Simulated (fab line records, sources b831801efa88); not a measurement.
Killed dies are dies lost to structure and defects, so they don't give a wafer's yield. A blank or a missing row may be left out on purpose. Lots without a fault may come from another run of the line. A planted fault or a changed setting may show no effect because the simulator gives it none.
Chamber matching | flow gf180mcu | GF_CONTACT_CVD_00 on hdpcvd-02: 3 sister chambers
The step deposits SiO2, target thk 300 nm, time 50 s. 6 wafers are shown with their chamber, then 8 later ones without.

WAFERS WITH THEIR CHAMBER
wafer  | chamber | sih4_flow_sccm (sccm) | pressure_mtorr (mTorr)
L501.5 | 2       | 60.09                 | 5.985
L512.3 | 2       | 60.07                 | 6.002
L515.2 | 0       | 60.10                 | 5.998
L515.5 | 0       | 59.91                 | 5.998
L515.6 | 1       | 60.42                 | 5.997
L516.1 | 1       | 60.03                 | 6.020

WAFERS WITHOUT THEIR CHAMBER
wafer  | sih4_flow_sccm (sccm) | pressure_mtorr (mTorr)
L516.2 | 60.34                 | 5.988
L516.6 | 59.96                 | 6.016
L517.4 | 60.17                 | 6.010
L517.5 | 60.07                 | 6.004
L517.6 | 60.10                 | 5.999
L518.2 | 59.85                 | 6.001
L518.3 | 59.81                 | 5.996
L518.5 | 59.94                 | 5.997

WHICH CHAMBER EACH WENT THROUGH
wafer  | from the rows above          | in truth
L516.2 | can't be placed: 2 or 1 or 0 | 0
L516.6 | can't be placed: 0 or 1 or 2 | 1
L517.4 | can't be placed: 1 or 0 or 2 | 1
L517.5 | can't be placed: 0 or 2 or 1 | 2
L517.6 | can't be placed: 2 or 0 or 1 | 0
L518.2 | can't be placed: 0 or 2 or 1 | 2
L518.3 | can't be placed: 0 or 2 or 1 | 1
L518.5 | can't be placed: 0 or 2 or 1 | 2
Placed correctly: 0 of 8. Can't be placed from these rows: 8 (the true chamber is among the candidates in 8). Placed wrongly: 0.
How it was worked out, from the rows above alone: a wafer's distance from a chamber is the root of the sum, over the readings, of the square of ((its reading less the chamber's mean) divided by the reading's scatter). The wafer belongs to the nearest chamber; if the next one is less than 2 further off, it can't be placed. A chamber's mean is the mean of its shown wafers. The scatter: the root of (the sum of the squares of (reading less its chamber's mean) over the shown wafers, divided by (wafers less chambers)).
